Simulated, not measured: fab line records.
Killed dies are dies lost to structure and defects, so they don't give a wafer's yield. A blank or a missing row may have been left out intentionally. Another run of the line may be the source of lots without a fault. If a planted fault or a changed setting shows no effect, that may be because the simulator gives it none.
Chamber matching ; flow gf180mcu ; 4 sister chambers for GF_V5_ETCH_16 on rie_diel-02
The step etches BARC in N2/H2. 16 wafers are shown with their chamber, then 8 later ones without.

== EACH WAFER AND ITS CHAMBER ==
wafer;chamber;drypump_motor_current_A (A);throttle_valve_pct (%);oes_product_au (a.u.)
L079.1;1;6.1;13.222;0.856
L079.2;0;5.3;13.219;0.854
L079.4;2;5.7;13.215;0.855
L082.1;0;5.3;13.223;0.856
L082.4;3;5.5;13.225;0.849
L082.5;2;5.7;13.229;0.854
L083.2;3;5.5;13.242;0.846
L083.4;1;6.1;13.229;0.852
L083.6;2;5.7;13.218;0.850
L085.4;2;5.7;13.209;0.858
L085.5;3;5.5;13.225;0.850
L085.6;0;5.3;13.223;0.853
L086.2;0;5.4;13.211;0.847
L086.5;2;5.7;13.222;0.856
L086.6;1;6.1;13.243;0.850
L090.2;3;5.5;13.238;0.859

SIGNATURES (averages over the wafers above)
reading;chamber 0;chamber 1;chamber 2;chamber 3;scatter within a chamber
drypump_motor_current_A;5.325;6.100;5.700;5.500;0.025
throttle_valve_pct;13.21900;13.23133;13.21860;13.23250;0.00808
oes_product_au;0.85250;0.85267;0.85460;0.85100;0.00401
Rule: distance of a wafer from a chamber = root of the sum over the readings of ((wafer's reading minus chamber's mean) / reading's scatter) squared. The wafer belongs to the nearest chamber; if the next one is less than 2 further off, it can't be placed. The scatter: the root of (the sum of the squares of (reading less its chamber's mean) over the shown wafers, divided by (wafers less chambers)).

== WAFERS WITH NO CHAMBER GIVEN ==
wafer;drypump_motor_current_A (A);throttle_valve_pct (%);oes_product_au (a.u.)
L090.5;6.1;13.218;0.855
L090.6;5.7;13.234;0.856
L092.1;6.1;13.235;0.852
L092.5;6.1;13.234;0.868
L092.6;5.7;13.234;0.864
L094.3;5.3;13.219;0.857
L094.4;6.1;13.194;0.863
L094.5;5.3;13.217;0.862

== WHICH CHAMBER EACH WENT THROUGH ==
wafer;from the rows above;in truth
L090.5;1;1
L090.6;2;2
L092.1;1;1
L092.5;1;1
L092.6;2;2
L094.3;0;0
L094.4;1;1
L094.5;0;0
8 of 8 placed correctly. Not placeable from these rows: 0. Placed wrongly: 0.
